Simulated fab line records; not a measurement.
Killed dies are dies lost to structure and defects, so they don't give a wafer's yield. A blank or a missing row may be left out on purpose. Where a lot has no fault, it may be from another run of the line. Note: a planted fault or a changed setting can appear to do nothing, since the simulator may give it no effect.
fab line records	flow sky130
record: lots: 11	wafers: 33	lastDay: 50
route steps=708 shown VT_ADJUST_LVTN@106 SONOS_ONO@182 LDD_P@257 LDD_HVN@277 LDD_HVP@288 LDD_LDN@296 PAD_OPEN@708
lots that met no fault: taken from a fault-free run of the same line
startH: the number of hours between the record's first day and the start of the first shown wafer of the lot	waitH: time in hours since the lot's previous step	" same as the row above	L1.1+2: several wafers, shown together as one row	- no value present, or no start provided	* or withheld: withheld	< > ~ a bound
route shown NAME@n: a module of which the file shows steps, and the number in the route of the first	usual: average and standard deviation across the fault-free wafers	same: alike in all rows	chamber/n: place in a boat	sites: per-site readings	_std_site: standard deviation of those values	_edge_site: outer sites' mean less inner sites'	radiusMm: for every site, how far away it sits from the centre of the wafer	mask NAME#n: copy n	behind: the last tool/chamber to shape the wafer	hold: why the lot was held/for how many hours/how that ended	device: the transistor (n, p or np) that didn't switch	end of line: the tests these same wafers got at the end of their route	where a step has no rows: the recipe by itself	killed: the dies lost at the first sort to structure and to defects; this is not the yield of the wafer	map: a wafer's dies, x killed, . not, _ none there
set.NAME: the run value of the setting; set.NAME@STEP: its run value at that earlier step	model.NAME: the simulator's own value behind a step, which no gauge read
the route's steps for a sample of lots (tables are steps, rows are wafers)
services: a tool's chamber out of use, with start hour (startH, from the record's first day; less than 0 if before it), hours out, and reason
== steps ==
step: SKY_VT_ADJUST_LVTN_STRIP_09
recipe: chemistry: O2/N2	powerW: 1400	pressureMtorr: 1500	platenTempC: withheld	o2FlowSccm: 3000	n2FlowSccm: 300	overashFraction: 0.5
usual: drypumpMotorCurrentA: 6.0/0.5	oesProductAu: 0.722/0.0044	stripTimeToEndpointS: 36.91/0.11
same: overashFraction: 0.5
lot.wafer	tool	chamber	startH	waitH	drypumpMotorCurrentA	oesProductAu	rfHoursCounterH	stripTimeToEndpointS
L718.1	plasmaAsher-03	1	152.21	0.1	5.8	0.716	46	36.94
L718.2	"	0	"	"	6.8	0.718	46	36.92
L718.5	"	1	"	"	5.8	0.731	-	36.92
L721.2	plasmaAsher-03	1	168.88	0.1	5.8	0.724	47	37.06
L721.5	"	0	"	"	6.7	0.725	-	37.03
L721.6	"	1	"	"	5.8	0.720	-	36.95
L727.3	plasmaAsher-03	1	212.26	0.1	5.8	0.723	-	36.84
L727.5	"	0	"	"	6.7	0.722	-	36.90
L727.6	"	1	"	"	5.8	0.717	-	36.79
L728.2	plasmaAsher-01	0	216.27	0.1	5.5	0.713	9	37.10
L728.4	"	1	"	"	5.7	0.724	-	37.11
L728.5	"	1	"	"	5.8	0.722	-	37.03
L731.1	plasmaAsher-03	0	238.38	0.1	6.8	0.728	54	37.15
L731.2	"	1	"	"	5.8	0.721	54	37.01
L731.5	"	0	"	"	6.8	0.721	-	36.96
L733.4	plasmaAsher-03	1	249.16	0.1	5.8	0.722	-	36.81
L733.5	"	0	"	"	6.7	0.715	-	36.77
L733.6	"	1	"	"	5.8	0.719	-	36.77
L734.2	plasmaAsher-04	0	254.28	0.1	5.3	0.724	43	36.73
L734.5	"	1	"	"	5.9	0.717	-	36.78
L734.6	"	0	"	"	5.3	0.724	-	36.77
L735.3	plasmaAsher-03	0	262.96	0.1	6.7	0.717	-	37.00
L735.4	"	1	"	"	5.8	0.718	-	37.07
L735.5	"	1	"	"	5.8	0.715	-	37.06
L736.2	plasmaAsher-04	1	274.36	0.1	5.9	0.729	45	36.82
L736.4	"	1	"	"	5.9	0.717	-	36.86
L736.6	"	0	"	"	5.3	0.722	-	36.86
L737.2	plasmaAsher-04	1	277.92	0.1	5.9	0.710	46	36.86
L737.5	"	0	"	"	5.3	0.726	-	36.91
L737.6	"	1	"	"	5.9	0.719	-	36.98
L739.3	plasmaAsher-04	1	296.75	0.1	5.9	0.725	-	36.77
L739.4	"	0	"	"	5.3	0.725	-	36.86
L739.6	"	1	"	"	5.9	0.724	-	36.77
step: SKY_SONOS_ONO_OVL_MEAS_14
usual: SONOS_ONO_OVL: -1.2/1.2
lot.wafer	tool	chamber	startH	waitH	SONOS_ONO_OVL[nm]
L718.1	overlay-02	-	293.99	0.1	-0.5
L718.2	"	-	"	"	0.0
L718.5	"	-	"	"	-0.5
L721.2	overlay-01	-	319.77	0.1	-0.8
L721.5	"	-	"	"	-0.6
L721.6	"	-	"	"	0.0
L727.3	overlay-01	-	372.76	0.1	0.5
L727.5	"	-	"	"	1.9
L727.6	"	-	"	"	0.6
L728.2	overlay-02	-	377.35	0.1	-1.2
L728.4	"	-	"	"	-0.1
L728.5	"	-	"	"	-0.5
L731.1	overlay-01	-	403.33	0.1	-0.4
L731.2	"	-	"	"	-1.0
L731.5	"	-	"	"	0.0
L733.4	overlay-01	-	417.87	0.1	-3.2
L733.5	"	-	"	"	-1.8
L733.6	"	-	"	"	-3.4
L734.2	overlay-01	-	421.20	0.1	-0.6
L734.5	"	-	"	"	-1.5
L734.6	"	-	"	"	-1.0
L735.3	overlay-01	-	431.65	0.1	-0.5
L735.4	"	-	"	"	-4.3
L735.5	"	-	"	"	-2.6
L736.2	overlay-01	-	447.75	0.1	-0.7
L736.4	"	-	"	"	-0.7
L736.6	"	-	"	"	-0.1
L737.2	overlay-02	-	451.65	0.1	-2.7
L737.5	"	-	"	"	-0.9
L737.6	"	-	"	"	-0.9
L739.3	overlay-01	-	473.31	0.1	-1.1
L739.4	"	-	"	"	-2.5
L739.6	"	-	"	"	-2.6
step: SKY_LDD_P_COAT_02
recipe: resist: NOVOLAK	spinRpm: 3000	resistThkNm: 1140
usual: chillPlateTempC: 23.00/0.11	dispensePressureKPa: 51.5/1.9
lot.wafer	tool	chamber	startH	waitH	chillPlateTempC	dispensePressureKPa
L718.1	lithoTrack-02	0	433.48	0.1	23.01	51.5
L718.2	"	0	"	"	22.94	51.4
L718.5	"	0	"	"	22.94	51.4
L721.2	lithoTrack-02	0	462.25	0.1	23.08	51.5
L721.5	"	0	"	"	22.82	51.5
L721.6	"	0	"	"	22.83	51.5
L727.3	lithoTrack-02	-	519.98	0.1	-	-
L727.5	"	-	"	"	-	-
L727.6	"	-	"	"	-	-
L728.2	lithoTrack-02	-	525.95	0.1	-	-
L728.4	"	-	"	"	-	-
L728.5	"	-	"	"	-	-
L731.1	lithoTrack-03	0	550.51	0.1	23.15	49.8
L731.2	"	0	"	"	23.10	49.8
L731.5	"	0	"	"	23.03	49.8
L733.4	lithoTrack-02	0	567.85	0.1	23.22	51.5
L733.5	"	0	"	"	23.08	51.4
L733.6	"	0	"	"	23.08	51.4
L734.2	lithoTrack-02	0	569.00	0.1	23.06	51.5
L734.5	"	0	"	"	23.08	51.4
L734.6	"	0	"	"	22.97	51.4
L735.3	lithoTrack-02	0	576.58	0.1	23.01	51.5
L735.4	"	0	"	"	23.03	51.5
L735.5	"	0	"	"	22.98	51.5
L736.2	lithoTrack-01	0	591.92	0.1	23.17	54.5
L736.4	"	0	"	"	23.06	54.5
L736.6	"	0	"	"	22.96	54.5
L737.2	lithoTrack-03	0	597.14	0.1	23.01	49.8
L737.5	"	0	"	"	23.15	49.8
L737.6	"	0	"	"	22.97	49.8
L739.3	lithoTrack-03	0	618.16	0.1	23.16	49.8
L739.4	"	0	"	"	22.91	49.8
L739.6	"	0	"	"	22.88	49.8
step: SKY_LDD_P_CD_MEAS_07
recipe: targetCdNm: 380
usual: cdNm: 380.2/2.9
lot.wafer	tool	chamber	startH	waitH	cdNm
L718.1	cdSem-02	-	448.88	0.1	380.8
L718.2	"	-	"	"	381.5
L718.5	"	-	"	"	381.9
L721.2	cdSem-02	-	477.75	0.1	373.9
L721.5	"	-	"	"	376.4
L721.6	"	-	"	"	375.8
L727.3	cdSem-01	-	535.13	0.1	-
L727.5	"	-	"	"	-
L727.6	"	-	"	"	-
L728.2	cdSem-01	-	541.36	0.1	-
L728.4	"	-	"	"	-
L728.5	"	-	"	"	-
L731.1	cdSem-02	-	565.23	0.1	381.8
L731.2	"	-	"	"	379.5
L731.5	"	-	"	"	379.5
L733.4	cdSem-02	-	583.15	0.1	379.6
L733.5	"	-	"	"	379.5
L733.6	"	-	"	"	380.9
L734.2	cdSem-02	-	583.75	0.1	382.7
L734.5	"	-	"	"	383.2
L734.6	"	-	"	"	382.4
L735.3	cdSem-02	-	590.95	0.1	379.7
L735.4	"	-	"	"	376.7
L735.5	"	-	"	"	380.6
L736.2	cdSem-01	-	606.13	0.1	379.9
L736.4	"	-	"	"	385.4
L736.6	"	-	"	"	383.6
L737.2	cdSem-01	-	612.15	0.1	378.7
L737.5	"	-	"	"	377.3
L737.6	"	-	"	"	379.6
L739.3	cdSem-02	-	632.40	0.1	382.3
L739.4	"	-	"	"	380.1
L739.6	"	-	"	"	381.3
step: SKY_LDD_HVN_TW_MEAS_10
usual: LDD_HVN_TW: 1440/6.6
lot.wafer	tool	chamber	startH	waitH	LDD_HVN_TW
L718.1	filmMetro-03	-	479.23	0.1	1420
L718.2	"	-	"	"	1427
L718.5	"	-	"	"	1435
L721.2	filmMetro-03	-	509.71	0.1	1431
L721.5	"	-	"	"	1435
L721.6	"	-	"	"	1431
L727.3	filmMetro-04	-	565.38	0.1	1482
L727.5	"	-	"	"	1482
L727.6	"	-	"	"	1486
L728.2	filmMetro-03	-	571.86	0.1	1477
L728.4	"	-	"	"	1479
L728.5	"	-	"	"	1467
L731.1	filmMetro-01	-	595.03	0.1	1442
L731.2	"	-	"	"	1450
L731.5	"	-	"	"	1443
L733.4	filmMetro-03	-	612.99	0.1	1445
L733.5	"	-	"	"	1443
L733.6	"	-	"	"	1438
L734.2	filmMetro-04	-	613.51	0.1	1442
L734.5	"	-	"	"	1433
L734.6	"	-	"	"	1433
L735.3	filmMetro-01	-	619.92	0.1	1446
L735.4	"	-	"	"	1440
L735.5	"	-	"	"	1451
L736.2	filmMetro-04	-	635.12	0.1	1451
L736.4	"	-	"	"	1451
L736.6	"	-	"	"	1444
L737.2	filmMetro-01	-	641.39	0.1	1436
L737.5	"	-	"	"	1441
L737.6	"	-	"	"	1436
L739.3	filmMetro-01	-	661.30	0.1	1429
L739.4	"	-	"	"	1435
L739.6	"	-	"	"	1437
step: SKY_LDD_HVP_TW_MEAS_10
usual: LDD_HVP_TW: 457.0/2.1
lot.wafer	tool	chamber	startH	waitH	LDD_HVP_TW
L718.1	filmMetro-03	-	510.16	0.1	455.7
L718.2	"	-	"	"	454.3
L718.5	"	-	"	"	454.3
L721.2	filmMetro-04	-	539.82	0.1	455.0
L721.5	"	-	"	"	456.6
L721.6	"	-	"	"	456.7
L727.3	filmMetro-04	-	594.33	0.1	703.4
L727.5	"	-	"	"	701.0
L727.6	"	-	"	"	707.8
L728.2	filmMetro-03	-	600.44	0.1	703.1
L728.4	"	-	"	"	699.6
L728.5	"	-	"	"	696.6
L731.1	filmMetro-04	-	623.73	0.1	455.2
L731.2	"	-	"	"	456.0
L731.5	"	-	"	"	458.1
L733.4	filmMetro-02	-	641.89	0.1	456.8
L733.5	"	-	"	"	455.6
L733.6	"	-	"	"	457.7
L734.2	filmMetro-04	-	643.12	0.1	457.3
L734.5	"	-	"	"	460.7
L734.6	"	-	"	"	457.5
L735.3	filmMetro-04	-	648.70	0.1	453.1
L735.4	"	-	"	"	456.5
L735.5	"	-	"	"	453.5
L736.2	filmMetro-02	-	663.67	0.1	459.8
L736.4	"	-	"	"	457.5
L736.6	"	-	"	"	454.5
L737.2	filmMetro-03	-	670.27	0.1	457.7
L737.5	"	-	"	"	456.7
L737.6	"	-	"	"	455.7
L739.3	filmMetro-03	-	690.80	0.1	455.6
L739.4	"	-	"	"	454.5
L739.6	"	-	"	"	458.1
step: SKY_LDD_LDN_OVL_MEAS_07
usual: LDD_LDN_OVL: -1.3/1.2
lot.wafer	tool	chamber	startH	waitH	LDD_LDN_OVL[nm]
L718.1	overlay-01	-	540.43	0.1	-3.7
L718.2	"	-	"	"	-3.8
L718.5	"	-	"	"	-3.9
L721.2	overlay-01	-	570.07	0.1	-0.9
L721.5	"	-	"	"	-2.3
L721.6	"	-	"	"	0.8
L727.3	overlay-01	-	622.53	0.1	-3.9
L727.5	"	-	"	"	-2.6
L727.6	"	-	"	"	-2.0
L728.2	overlay-02	-	629.08	0.1	-1.0
L728.4	"	-	"	"	-1.4
L728.5	"	-	"	"	0.3
L731.1	overlay-01	-	652.38	0.1	-1.5
L731.2	"	-	"	"	-1.5
L731.5	"	-	"	"	-1.1
L733.4	overlay-02	-	670.04	0.1	-2.3
L733.5	"	-	"	"	0.5
L733.6	"	-	"	"	-0.7
L734.2	overlay-01	-	671.27	0.1	-2.8
L734.5	"	-	"	"	-3.4
L734.6	"	-	"	"	-3.9
L735.3	overlay-01	-	676.73	0.1	-2.9
L735.4	"	-	"	"	-1.7
L735.5	"	-	"	"	-0.4
L736.2	overlay-02	-	691.73	0.1	1.5
L736.4	"	-	"	"	0.9
L736.6	"	-	"	"	1.6
L737.2	overlay-02	-	698.98	0.1	-0.9
L737.5	"	-	"	"	-0.9
L737.6	"	-	"	"	-0.7
L739.3	overlay-01	-	718.83	0.1	-1.6
L739.4	"	-	"	"	-1.3
L739.6	"	-	"	"	0.7
step: SKY_PAD_OPEN_PROBE_99
usual: killed_at_M0_to_M3: 43/6.5	killed_at_M4_up: 3.2/1.9	killedAtContacts: 25/5.5	killedAtFrontEnd: 14/4.2	killedAtOther: 0.2/0.44	killedDies: 85/8.5	killedOnRim: 16/3.3	killedOpen: 47/7	killedShort: 39/6.3
same: grossDies: 492	killedAtBackSide: 0
lot.wafer	tool	chamber	startH	waitH	killed_at_M0_to_M3	killed_at_M4_up	killedAtContacts	killedAtFrontEnd	killedAtOther	killedDies	killedOnRim	killedOpen	killedShort
L727.3	prober-02	-	1147.81	0.2	48	4	25	415	0	492	96	44	45
L727.5	prober-02	-	1147.91	0.2	42	7	22	420	1	492	96	44	42
L727.6	prober-02	-	1147.96	0.2	53	1	17	421	0	492	96	44	34
L728.2	prober-01	-	1150.88	0.1	47	3	18	424	0	492	96	46	43
L728.4	prober-01	-	1150.98	0.2	38	6	15	433	0	492	96	41	39
L728.5	prober-01	-	1151.03	0.2	31	3	23	435	0	492	96	34	43
L731.1	prober-02	-	1166.27	0.1	46	4	23	14	0	87	11	48	39
L731.2	prober-02	-	1166.32	0.1	45	2	16	20	0	83	23	36	47
L731.5	prober-02	-	1166.47	0.2	39	5	27	18	0	89	17	46	43
L733.4	prober-02	-	1178.55	0.2	43	1	21	23	1	89	18	52	37
L733.5	prober-02	-	1178.60	0.2	40	7	20	16	0	83	18	45	38
L733.6	prober-02	-	1178.65	0.2	39	6	28	10	0	83	16	49	34
L734.2	prober-01	-	1179.95	0.1	46	4	30	15	0	95	21	61	34
L734.5	prober-01	-	1180.10	0.2	45	3	34	15	0	97	18	54	43
L734.6	prober-01	-	1180.15	0.2	36	1	28	14	1	80	16	48	32
killed by level:class
L727.3 LDD_P:areaExpose=403 CONTACT:geometricParticle:open=11 VIA1:geometricParticle:open=9 METAL2:geometricParticle:short=8 VIA2:geometricParticle:open=7 METAL3:geometricParticle:short=5 POLY_GATE:geometricParticle:short=4 LI_CONTACT:geometricParticle:open=4
L727.5 LDD_P:areaExpose=406 VIA2:geometricParticle:open=9 VIA1:geometricParticle:open=8 CONTACT:geometricParticle:open=7 METAL1:geometricParticle:short=7 VIA3:geometricParticle:open=7 METAL4:geometricParticle:short=6 CONTACT:geometricParticle:short=5
L727.6 LDD_P:areaExpose=414 CONTACT:geometricParticle:open=11 VIA1:geometricParticle:open=10 VIA3:geometricParticle:open=9 METAL1:geometricParticle:short=8 VIA2:geometricParticle:open=8 METAL2:geometricParticle:short=5 VIA1:geometricParticle:short=5
L728.2 LDD_P:areaExpose=403 VIA3:geometricParticle:open=11 VIA1:geometricParticle:open=11 POLY_GATE:geometricParticle:short=7 CONTACT:geometricParticle:open=6 VIA1:geometricParticle:short=6 VIA2:geometricParticle:open=6 FIELD_ISO:geometricParticle:short=4
L728.4 LDD_P:areaExpose=412 VIA1:geometricParticle:open=9 FIELD_ISO:geometricParticle:open=7 CONTACT:geometricParticle:open=6 VIA2:geometricParticle:open=6 POLY_GATE:geometricParticle:open=5 CONTACT:geometricParticle:short=5 VIA1:geometricParticle:short=5
L728.5 LDD_P:areaExpose=415 LI_CONTACT:geometricParticle:open=10 POLY_GATE:geometricParticle:short=8 CONTACT:geometricParticle:open=7 METAL1:geometricParticle:short=6 FIELD_ISO:geometricParticle:short=5 VIA1:geometricParticle:open=5 VIA1:geometricParticle:short=4
L731.1 VIA1:geometricParticle:open=13 VIA2:geometricParticle:open=9 METAL1:geometricParticle:short=7 LI_CONTACT:geometricParticle:open=7 CONTACT:geometricParticle:open=6 FIELD_ISO:geometricParticle:open=5 CONTACT:geometricParticle:short=5 METAL2:geometricParticle:short=4
L731.2 POLY_GATE:geometricParticle:short=8 CONTACT:geometricParticle:open=7 METAL2:geometricParticle:short=7 VIA3:geometricParticle:short=7 VIA1:geometricParticle:open=6 VIA1:geometricParticle:short=5 LI_CONTACT:geometricParticle:open=5 METAL1:geometricParticle:short=5
L731.5 CONTACT:geometricParticle:open=15 VIA2:geometricParticle:open=8 VIA1:geometricParticle:short=8 FIELD_ISO:geometricParticle:open=6 LOCAL_INTERCONNECT:geometricParticle:short=6 VIA1:geometricParticle:open=5 METAL1:geometricParticle:short=4 METAL2:geometricParticle:short=4
L733.4 VIA1:geometricParticle:open=12 FIELD_ISO:geometricParticle:open=8 CONTACT:geometricParticle:open=7 VIA3:geometricParticle:open=7 FIELD_ISO:geometricParticle:short=6 VIA2:geometricParticle:open=6 METAL1:geometricParticle:short=5 POLY_GATE:geometricParticle:short=4
L733.5 VIA1:geometricParticle:open=12 LI_CONTACT:geometricParticle:open=7 CONTACT:geometricParticle:open=7 VIA2:geometricParticle:short=6 POLY_GATE:geometricParticle:open=5 VIA1:geometricParticle:short=5 METAL2:geometricParticle:short=5 FIELD_ISO:geometricParticle:short=4
L733.6 VIA1:geometricParticle:open=12 VIA2:geometricParticle:open=9 CONTACT:geometricParticle:open=8 METAL2:geometricParticle:short=7 LI_CONTACT:geometricParticle:open=7 LOCAL_INTERCONNECT:geometricParticle:short=7 FIELD_ISO:geometricParticle:open=4 CONTACT:geometricParticle:short=4
L734.2 VIA1:geometricParticle:open=14 CONTACT:geometricParticle:open=9 LI_CONTACT:geometricParticle:open=8 FIELD_ISO:geometricParticle:open=6 LOCAL_INTERCONNECT:geometricParticle:short=6 METAL1:geometricParticle:short=6 VIA2:geometricParticle:open=6 VIA3:geometricParticle:open=6
L734.5 VIA1:geometricParticle:open=17 CONTACT:geometricParticle:open=15 LI_CONTACT:geometricParticle:open=8 LOCAL_INTERCONNECT:geometricParticle:short=6 VIA1:geometricParticle:short=6 METAL2:geometricParticle:short=6 FIELD_ISO:geometricParticle:short=4 POLY_GATE:geometricParticle:open=4
L734.6 CONTACT:geometricParticle:open=13 VIA2:geometricParticle:open=8 VIA1:geometricParticle:open=6 METAL1:geometricParticle:short=4 LI_CONTACT:geometricParticle:open=4 CONTACT:geometricParticle:short=4 VIA1:geometricParticle:short=4 METAL2:geometricParticle:short=4
== services ==
tool	chamber	startH	hours	kind
plasmaAsher-01	-	240.21	0.8	repair
plasmaAsher-03	-	421.25	9.0	pm
plasmaAsher-03	0	421.25	9.0	ventCycle
plasmaAsher-03	1	421.25	9.0	ventCycle
plasmaAsher-03	0	430.25	-	clean
plasmaAsher-03	1	430.25	-	clean
plasmaAsher-01	-	459.42	1.8	repair
plasmaAsher-04	-	498.43	7.4	repair
plasmaAsher-03	-	514.66	2.8	pm
== key ==
firstSign: step: SKY_LDD_P_COAT_02	reading: toolRecord	direction: missing
effect: step: SKY_LDD_P_CD_MEAS_07	reading: cdNm	direction: missing
effect: step: SKY_LDD_HVN_TW_MEAS_10	reading: LDD_HVN_TW	direction: up	sigmas: 5.8	usual: 1440	struck: 1479
effect: step: SKY_LDD_HVP_TW_MEAS_10	reading: LDD_HVP_TW	direction: up	sigmas: 99+	usual: 457.0	struck: 701.9
effect: step: SKY_PAD_OPEN_PROBE_99	reading: killedAtFrontEnd	direction: up	sigmas: 99	usual: 14	struck: 425
moreKillsBornAt: SKY_LDD_P_EXPOSE_04@ilineStepper-01: 1230	SKY_LDD_P_EXPOSE_04@ilineStepper-02: 1223
metAt SKY_LDD_P_COAT_02
struckLots L727,L728
testerLeftOut L727,L728
notActingAt SKY_VT_ADJUST_LVTN_STRIP_09,SKY_SONOS_ONO_OVL_MEAS_14,SKY_LDD_LDN_OVL_MEAS_07
onsetBetween 462.25 519.98
fault: kind: skippedStepWhole	tool: lithoTrack-02	chamber: -	onsetH: 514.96	steps: SKY_LDD_P_COAT_02	scope: struckLotsOnly
testerLeftOut: of these lots the tester's yield and bins aren't shown, on N5 and GAA mostly nor the transistor test; their killed dies are dies lost to structure and defects alone, not to doping, threshold or leakage, so they don't give the yield
